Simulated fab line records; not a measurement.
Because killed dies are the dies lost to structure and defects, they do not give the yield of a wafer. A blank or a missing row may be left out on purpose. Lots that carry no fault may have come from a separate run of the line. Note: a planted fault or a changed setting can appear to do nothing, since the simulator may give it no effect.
Struck lot and sound lot, side by side ; flow sky130 ; 15 steps out of a route of 708
Sound: the wafers L256.1, L256.2, L256.3. Wafers struck: L254.3, L254.4, L254.6. Last of all comes the cause.
For every step that has rows: the tool of each side, followed by ch and its chambers, followed by its first start. Under that, the readings that differ: sound wafers ; struck wafers ; difference of the means ; sigmas: that difference in standard deviations of wafers without a fault.
alike: readings whose means differ by less than 2 such deviations, and words and numbers that are the same on both sides. not compared: withheld readings, readings that some wafer has no value for, bounds like >300 that may hide the same value, and numbers for which the record gives no deviation and whose values overlap.
The two part at a step that has a row with sigmas, a row that says differs or no value, or rows on one side only. Numbers that don't overlap but have no deviation are shown without sigmas and don't part them. Lack of a reading on every wafer of one side parts them only where that side has two or more wafers.

first, 4 steps without rows for these wafers: SKY_VIA3_SOFTBAKE_08 (time 90 s); SKY_VIA3_EXPOSE_09 (exposes mask VIM3, target cd 200 nm); SKY_VIA3_PEB_10; SKY_VIA3_DEVELOP_11 (develop time 60 s).
SKY_VIA3_CD_MEAS_12 targets a cd of 200 nm.
  sound on cd sem-01, day 42 19:57; struck on cd sem-02, day 42 18:06
  alike: cd nm
SKY_VIA3_OVL_MEAS_13:
  sound on overlay-02, day 42 20:04; struck on overlay-01, day 42 18:11
  alike: VIA3_OVL
SKY_VIA3_ETCH_14: etches BARC in N2/H2, stops on SiO2, time 45.9 s, target depth 60 nm.
  sound on rie diel-01 ch 0,1,2, day 42 20:06; struck on rie diel-03 ch 1,3, day 42 18:13
  alike: drypump motor current A, oes product au, throttle valve pct
  not compared: rf hours counter h
SKY_VIA3_ETCH_15: etches SiO2 in C4F8/O2/Ar, stops on TiN, target depth 507 nm, time 78 s.
  sound on rie diel-01 ch 0,1,2, day 42 20:08; struck on rie diel-03 ch 1,3, day 42 18:16
  alike: oes product au
  not compared: rf hours counter h
SKY_VIA3_STRIP_16: strips in O2/N2.
  sound on plasma asher-02 ch 0,1, day 42 20:12; struck on plasma asher-02 ch 0,1, day 42 18:21
  alike: drypump motor current A, oes product au, strip time to endpoint s
  not compared: rf hours counter h
then, 3 steps without rows for these wafers: SKY_VIA3_STRIP_17 (strips in post etch residue remover, time 1200 s); SKY_VIA3_CLEAN_18 (cleans in IPA, time 180 s); SKY_VIA3_CLEAN_19 (cleans in O3/DIW).
SKY_VIA3_SPUTTER_20: material TiN, target thk 20 nm, time 80 s.
  sound on pvd sputter-03, day 42 20:48; struck on pvd sputter-02, day 42 19:20
  no value came back on the struck wafers for cathode dc power W (W), chamber pressure pa (Pa), throttle valve pct (%); on the sound wafers cathode dc power W (W) reads 3877.4 3878.5 3877.7
SKY_VIA3_CVD_21: deposits W, target thk 390 nm, time 117.31 s.
  sound on cvd w-01 ch 0,1, day 42 20:52; struck on cvd w-01 ch 0,1, day 42 19:26
  alike: chamber pressure Torr, heater power w
-- the record jumps here: 6 days lie between the struck wafers' starts before and after (it left off in module VIA3 and takes up again in module PAD_OPEN, whose first step shown is number 708 of the route) --
SKY_PAD_OPEN_PROBE_99:
  sound on prober-02, day 48 14:26; struck on prober-02, day 48 13:08
reading;sound;struck;difference;sigmas
defect limited yield (%);85.0 79.9 85.0;0 0 0;-83;-44
killed_at_M0_to_M3;33 52 36;455 459 451;+415;+65
killed dies;74 99 74;492 492 492;+410;+45
killed on rim;15 19 15;96 96 96;+80;+20
sort_bin_5_function (%);8.5 12.4 9.1;94.7 94.1 95.5;+84.8;+57
sort n pass;418 393 418;0 0 0;-410;-45
sort yield pct (%);85.0 79.9 85.0;0 0 0;-83;-44
  alike: killed_at_M4_up, killed at contacts, killed at front end, killed at other, killed open, killed short, sort_bin_3_pad_short, sort_bin_6_memory

== WHERE THEY PART ==
Earliest at SKY_VIA3_SPUTTER_20; latest, in this record, at SKY_PAD_OPEN_PROBE_99.

WHY: whatever the simulator had introduced
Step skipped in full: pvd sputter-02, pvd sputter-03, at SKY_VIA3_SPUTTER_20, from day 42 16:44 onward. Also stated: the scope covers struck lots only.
